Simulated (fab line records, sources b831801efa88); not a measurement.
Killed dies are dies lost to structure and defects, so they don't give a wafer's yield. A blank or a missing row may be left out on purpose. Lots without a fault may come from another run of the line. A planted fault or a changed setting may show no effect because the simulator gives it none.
Which tool did it? | flow gf180mcu | 14 lots, 42 wafers sampled, at 4 steps of a route of 602

WHAT THE GAUGES READ, wafer by wafer
GF_STI_THK_MEAS_04. Usual: STI_CVD_03_THK 206.9 nm, standard deviation 2.
lot  | measured    | on            | STI_CVD_03_THK (nm) | flag
L745 | day 1 13:35 | film_metro-01 | 207.2 208.2 205.0   |
L746 | day 1 18:34 | film_metro-01 | 209.4 208.6 208.4   |
L748 | day 2 05:34 | film_metro-03 | 208.5 208.7 207.0   |
L750 | day 2 14:50 | film_metro-01 | 208.3 208.4 207.6   |
L751 | day 2 20:02 | film_metro-01 | 206.3 206.9 207.8   |
L753 | day 3 06:52 | film_metro-02 | 206.1 205.0 204.7   |
L755 | day 3 16:47 | film_metro-02 | 207.3 206.0 206.3   |
L756 | day 3 20:45 | film_metro-02 | 207.9 207.9 206.5   |
L757 | day 4 01:35 | film_metro-01 | 203.7 203.8 206.5   |
L758 | day 4 07:52 | film_metro-03 | 209.0 209.7 209.0   |
L759 | day 4 11:44 | film_metro-02 | 207.4 206.8 207.6   |
L760 | day 4 16:35 | film_metro-01 | 205.6 204.5 206.8   |
L762 | day 5 02:34 | film_metro-02 | 203.0 202.4 203.1   |
L768 | day 6 08:47 | film_metro-02 | 206.8 207.7 208.4   |

GF_VT_IMPLANT_TW_MEAS_32. Usual: VT_IMPLANT_3_TW 269, standard deviation 3.2.
lot  | measured     | on            | VT_IMPLANT_3_TW | flag
L745 | day 6 20:37  | film_metro-04 | 265 266 267     |
L746 | day 7 03:17  | film_metro-02 | 265 265 265     |
L748 | day 7 18:03  | film_metro-04 | 267 269 267     |
L750 | day 8 09:18  | film_metro-02 | 268 267 268     |
L751 | day 8 13:05  | film_metro-02 | 267 266 267     |
L753 | day 9 03:05  | film_metro-04 | 270 268 267     |
L755 | day 9 15:06  | film_metro-02 | 269 267 268     |
L756 | day 9 20:39  | film_metro-03 | 275 275 273     |
L757 | day 10 00:44 | film_metro-03 | 274 273 273     |
L758 | day 10 11:53 | film_metro-03 | 274 274 274     |
L759 | day 10 16:43 | film_metro-02 | 270 269 268     |
L760 | day 11 01:08 | film_metro-03 | 277 276 277     |
L762 | day 11 10:20 | film_metro-04 | 267 268 266     |
L768 | day 13 02:24 | film_metro-04 | 269 268 270     |

WHICH TOOL RAN EACH LOT (tool, then ch and the chambers of the sampled wafers, then the start)
lot  | GF_STI_STRIP_15                     | GF_LVPWELL_PEB_05
L745 | plasma_asher-01 ch 0,1, day 2 01:40 | litho_track-01 ch 0, day 3 19:00
L746 | plasma_asher-01 ch 0,1, day 2 06:54 | litho_track-01 ch 0, day 4 00:00
L748 | plasma_asher-01 ch 0,1, day 2 18:18 | litho_track-04 ch 0, day 4 14:00
L750 | plasma_asher-03 ch 0,1, day 3 03:41 | litho_track-03 ch 0, day 5 03:00
L751 | plasma_asher-01 ch 0,1, day 3 09:04 | litho_track-01 ch 0, day 5 07:00
L753 | plasma_asher-01 ch 0,1, day 3 19:45 | litho_track-01 ch 0, day 5 18:00
L755 | plasma_asher-04 ch 0,1, day 4 05:51 | litho_track-04 ch 0, day 6 06:00
L756 | plasma_asher-01 ch 0,1, day 4 10:30 | litho_track-03 ch 0, day 6 10:00
L757 | plasma_asher-03 ch 0,1, day 4 15:46 | litho_track-01 ch 0, day 6 14:00
L758 | plasma_asher-04 ch 0,1, day 4 21:57 | litho_track-03 ch 0, day 6 23:00
L759 | plasma_asher-04 ch 1, day 5 01:49   | litho_track-03, day 7 03:00
L760 | plasma_asher-03 ch 0,1, day 5 07:07 | litho_track-03, day 7 10:00
L762 | plasma_asher-04 ch 0,1, day 5 16:52 | litho_track-01 ch 0, day 7 19:00
L768 | plasma_asher-04 ch 0,1, day 6 23:44 | litho_track-04 ch 0, day 9 06:00
- GF_STI_STRIP_15: strips in O2/N2.
- GF_LVPWELL_PEB_05

WHAT THE TOOLS THEMSELVES READ (means of the sampled wafers that have a number; where no wafer has one, the mark that the record gives instead)
GF_STI_STRIP_15. Usual: drypump_motor_current_A 5.6 A, standard deviation 0.58; heater_power_w 357 W, standard deviation 50; oes_product_au 0.384 a.u., standard deviation 0.0047; strip_time_to_endpoint_s 3.72 s, standard deviation 0.041.
lot  | tool            | drypump_motor_current_A (A) | heater_power_w (W) | oes_product_au (a.u.) | strip_time_to_endpoint_s (s) | flag
L745 | plasma_asher-01 | 6.2                         | 349                | 0.380                 | 3.69                         |
L746 | plasma_asher-01 | 6.2                         | 351                | 0.385                 | 3.74                         |
L748 | plasma_asher-01 | 6.2                         | 348                | 0.388                 | 3.72                         |
L750 | plasma_asher-03 | 5.3                         | 348                | 0.383                 | 3.70                         |
L751 | plasma_asher-01 | 6.5                         | 378                | 0.387                 | 3.74                         |
L753 | plasma_asher-01 | 6.2                         | 353                | 0.385                 | 3.70                         |
L755 | plasma_asher-04 | 5.1                         | 385                | 0.379                 | 3.64                         |
L756 | plasma_asher-01 | 6.4                         | 381                | 0.385                 | 3.76                         |
L757 | plasma_asher-03 | 5.3                         | 349                | 0.385                 | 3.72                         |
L758 | plasma_asher-04 | 5.1                         | 392                | 0.383                 | 3.72                         |
L759 | plasma_asher-04 | 5.2                         | 426                | 0.382                 | 3.73                         |
L760 | plasma_asher-03 | 5.2                         | 338                | 0.386                 | 3.71                         |
L762 | plasma_asher-04 | 5.1                         | 338                | 0.382                 | 3.67                         |
L768 | plasma_asher-04 | 5.1                         | 391                | 0.383                 | 3.75                         |

GF_LVPWELL_PEB_05. Usual: chill_plate_temp_C 23.00 C, standard deviation 0.094; exhaust_pa 45.0 Pa, standard deviation 0.93; plate_temp_C 115.00 C, standard deviation 0.13.
lot  | tool           | chill_plate_temp_C (C) | exhaust_pa (Pa) | plate_temp_C (C) | flag
L745 | litho_track-01 | 23.00                  | 45.0            | 114.96           |
L746 | litho_track-01 | 23.08                  | 44.0            | 115.06           |
L748 | litho_track-04 | 23.01                  | 45.4            | 114.96           |
L750 | litho_track-03 | 22.99                  | 45.3            | 114.90           |
L751 | litho_track-01 | 22.93                  | 44.1            | 115.10           |
L753 | litho_track-01 | 22.94                  | 43.5            | 115.19           |
L755 | litho_track-04 | 22.99                  | 45.4            | 114.96           |
L756 | litho_track-03 | 22.91                  | 45.2            | 115.07           |
L757 | litho_track-01 | 22.95                  | 45.8            | 115.18           |
L758 | litho_track-03 | 22.90                  | 44.8            | 114.96           |
L759 | litho_track-03 | -                      | -               | -                | OFF
L760 | litho_track-03 | -                      | -               | -                | OFF
L762 | litho_track-01 | 22.89                  | 44.6            | 115.05           |
L768 | litho_track-04 | 23.02                  | 44.6            | 114.92           |

THE ANSWER, worked out from the rows above alone
Rule: a lot is off if the mean of its wafers that have a number lies more than 3 standard deviations from the usual mean. A lot without any number at a reading at which 4 lots or more have one is off too. The other lots that the step has rows for count as sound. The gauges are gone through in route order, then the tools' own readings, and for those a lot's mean is taken as printed above. The first step at which some lot is off is used, and at that step the reading that is off furthest; a lot without a number counts as furthest.
Off: L759, L760, at GF_LVPWELL_PEB_05 (chill_plate_temp_C). Without a number there: L759, L760.
A tool fits if, at that step or a process step before it, it ran every lot that is off, and no sound lot after the first of them. One fits: litho_track-03 at GF_LVPWELL_PEB_05. Its last sound lot is L758 (day 6 23:00), its first lot that is off L759 (day 7 03:00): a fault that began between those two fits.
Blank at GF_LVPWELL_PEB_05 on the lots that are off, where sound lots have numbers: chill_plate_temp_C, exhaust_pa, plate_temp_C.

WHAT THE SIMULATOR HAD PUT IN
Skipped step whole: litho_track-03, from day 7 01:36 on, at GF_LVPWELL_PEB_05. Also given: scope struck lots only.
Lots struck among those shown: L759, L760. The rule above found the same.
